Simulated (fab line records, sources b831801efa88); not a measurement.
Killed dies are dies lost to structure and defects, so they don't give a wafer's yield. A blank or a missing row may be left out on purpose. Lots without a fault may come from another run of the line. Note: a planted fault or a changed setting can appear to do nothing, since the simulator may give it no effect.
The tool behind it: which one? -- flow sky130 -- 12 lots with 35 wafers sampled at 5 steps, on a route of 708 steps

== WHAT THE GAUGES READ, wafer by wafer ==
SKY_SONOS_ONO_THK_MEAS_05.
lot,measured,on,SONOS_ONO_CVD_04_THK (nm)
L377,day 13 03:13,filmMetro-03,5.66 5.62 5.68
L379,day 13 06:02,filmMetro-04,5.79 5.85 5.76
L378,day 13 10:17,filmMetro-03,5.79 5.77 5.78
L380,day 13 23:40,filmMetro-02,5.69 5.84 5.71
L382,day 14 00:54,filmMetro-03,5.74 5.83 5.91
L383,day 14 12:53,filmMetro-04,5.57 5.63
L392,day 17 01:39,filmMetro-03,5.71 5.62 5.71
L393,day 17 12:22,filmMetro-04,5.70 5.71 5.61
L394,day 17 19:01,filmMetro-04,5.79 5.72 5.67
L396,day 18 05:02,filmMetro-04,5.62 5.55 5.56
L397,day 18 18:41,filmMetro-03,5.59 5.60 5.59
L399,day 19 00:26,filmMetro-04,5.79 5.70 5.75

SKY_LI_CONTACT_CD_MEAS_12: target cd 170 nm.
lot,measured,on,cdNm (nm)
L377,day 30 19:41,cdSem-02,169.2 167.6 167.7
L379,day 30 21:10,cdSem-02,169.8 171.2 171.1
L378,day 30 23:29,cdSem-02,169.6 170.4 168.1
L380,day 31 14:52,cdSem-01,164.9 170.5 164.1
L382,day 31 13:25,cdSem-01,168.5 168.5 161.6
L383,day 31 23:57,cdSem-02,169.2 164.4
L392,day 34 13:11,cdSem-02,169.6 171.0 170.4
L393,day 34 22:11,cdSem-02,172.4 171.8 173.5
L394,day 35 06:05,cdSem-01,171.0 170.9 170.5
L396,day 35 16:16,cdSem-01,170.2 171.5 170.6
L397,day 36 03:29,cdSem-02,168.1 168.8 169.2
L399,day 36 06:47,cdSem-01,172.3 171.4 170.2

== EACH LOT AND THE TOOL THAT RAN IT (in order: tool; ch and the chambers of the sampled wafers; start) ==
lot,SKY_VT_ADJUST_HVTR_STRIP_10,SKY_VT_ADJUST_PCH_STRIP_09,SKY_LI_CONTACT_EXPOSE_09
L377,"plasmaAsher-01 ch 0,1, day 10 17:36","plasmaAsher-02 ch 0,1, day 11 16:45","krfScanner-02 ch 0, day 30 06:13"
L379,"plasmaAsher-03 ch 0,1, day 11 00:47","plasmaAsher-02 ch 0,1, day 12 00:13","krfScanner-02 ch 0, day 30 07:43"
L378,"plasmaAsher-01 ch 1, day 11 02:30","plasmaAsher-02 ch 0,1, day 12 01:39","krfScanner-02 ch 0, day 30 10:10"
L380,"plasmaAsher-03 ch 0,1, day 11 13:10","plasmaAsher-04 ch 0,1, day 12 12:48","krfScanner-02 ch 0, day 31 00:50"
L382,"plasmaAsher-03 ch 0,1, day 11 15:29","plasmaAsher-04 ch 0,1, day 12 15:05","krfScanner-02 ch 0, day 30 23:50"
L383,"plasmaAsher-03 ch 0,1, day 12 05:07","plasmaAsher-04 ch 0,1, day 13 06:16","krfScanner-02 ch 0, day 31 09:51"
L392,"plasmaAsher-03 ch 0, day 14 12:57","plasmaAsher-01 ch 1, day 15 15:13","krfScanner-02 ch 0, day 34 00:31"
L393,"plasmaAsher-04 ch 0,1, day 14 22:48","plasmaAsher-02 ch 0,1, day 16 01:35","krfScanner-01 ch 0, day 34 09:26"
L394,"plasmaAsher-03 ch 0,1, day 15 03:43","plasmaAsher-02 ch 0,1, day 16 06:38","krfScanner-02 ch 0, day 34 16:53"
L396,"plasmaAsher-03 ch 0,1, day 15 12:26","plasmaAsher-04 ch 0,1, day 16 16:13","krfScanner-02 ch 0, day 35 02:50"
L397,"plasmaAsher-01 ch 0,1, day 16 00:37","plasmaAsher-02 ch 0,1, day 17 05:26","krfScanner-02 ch 0, day 35 15:13"
L399,"plasmaAsher-04 ch 0,1, day 16 10:06","plasmaAsher-01 ch 0,1, day 17 14:33","krfScanner-01 ch 0, day 35 18:27"
- SKY_VT_ADJUST_HVTR_STRIP_10: strips in O2/N2.
- SKY_VT_ADJUST_PCH_STRIP_09: strips in O2/N2.
- SKY_LI_CONTACT_EXPOSE_09: exposes mask LICM1, target cd 170 nm.

== AS READ BY THE TOOLS THEMSELVES (means over the sampled wafers that have a number; for cases with no such wafer, the mark the record gives instead) ==
SKY_VT_ADJUST_HVTR_STRIP_10.
lot,tool,drypumpMotorCurrentA (A),oesProductAu (a.u.),stripTimeToEndpointS (s)
L377,plasmaAsher-01,5.5,0.715,14.15
L379,plasmaAsher-03,6.0,0.718,14.08
L378,plasmaAsher-01,4.9,0.715,14.17
L380,plasmaAsher-03,6.0,0.716,14.16
L382,plasmaAsher-03,5.8,0.715,14.15
L383,plasmaAsher-03,5.9,0.722,14.16
L392,plasmaAsher-03,6.2,0.715,14.19
L393,plasmaAsher-04,5.6,0.717,14.24
L394,plasmaAsher-03,5.8,0.718,14.13
L396,plasmaAsher-03,6.0,0.719,14.16
L397,plasmaAsher-01,5.5,0.711,14.16
L399,plasmaAsher-04,5.3,0.719,14.14

SKY_VT_ADJUST_PCH_STRIP_09.
lot,tool,drypumpMotorCurrentA (A),oesProductAu (a.u.),stripTimeToEndpointS (s)
L377,plasmaAsher-02,6.4,0.716,36.91
L379,plasmaAsher-02,6.0,0.722,36.99
L378,plasmaAsher-02,6.0,0.720,36.92
L380,plasmaAsher-04,5.3,0.720,36.82
L382,plasmaAsher-04,5.3,0.722,36.85
L383,plasmaAsher-04,5.4,0.727,37.06
L392,plasmaAsher-01,4.9,0.723,36.81
L393,plasmaAsher-02,6.4,0.723,36.84
L394,plasmaAsher-02,6.4,0.724,36.86
L396,plasmaAsher-04,5.6,0.723,36.88
L397,plasmaAsher-02,6.0,0.726,36.66
L399,plasmaAsher-01,5.5,0.722,36.96

SKY_LI_CONTACT_EXPOSE_09.
lot,tool,stageVelMmS (mm/s)
L377,krfScanner-02,499.74
L379,krfScanner-02,500.17
L378,krfScanner-02,499.81
L380,krfScanner-02,500.02
L382,krfScanner-02,499.79
L383,krfScanner-02,499.88
L392,krfScanner-02,499.75
L393,krfScanner-01,500.43
L394,krfScanner-02,500.15
L396,krfScanner-02,499.95
L397,krfScanner-02,500.12
L399,krfScanner-01,500.10

== THE ANSWER, worked out from the rows above alone ==
Rule: what is usual is taken from the lots themselves. The widest of any qualifying gaps counts: lots, ordered by their means at a reading, are off when they make up no more than a third of the lots, leave a main group of 4 or more, and stand apart from it by 3 or more times the standard deviation of that group's means. A main group whose means are all the same, to the digits that the tables above print for the reading, isn't used. A lot without any number at a reading at which 4 lots or more have one is off too. All remaining lots with rows at the step are treated as sound. After the gauges, taken in route order, come the tools' own readings; for these a lot's mean is taken, as printed above. At the first step where some lot is off, the reading lying furthest off is the one used; lots without a number count as furthest.
No lot is off on any of the readings shown, so nothing can be concluded from this.

== WHAT HAD BEEN PUT IN BY THE SIMULATOR ==
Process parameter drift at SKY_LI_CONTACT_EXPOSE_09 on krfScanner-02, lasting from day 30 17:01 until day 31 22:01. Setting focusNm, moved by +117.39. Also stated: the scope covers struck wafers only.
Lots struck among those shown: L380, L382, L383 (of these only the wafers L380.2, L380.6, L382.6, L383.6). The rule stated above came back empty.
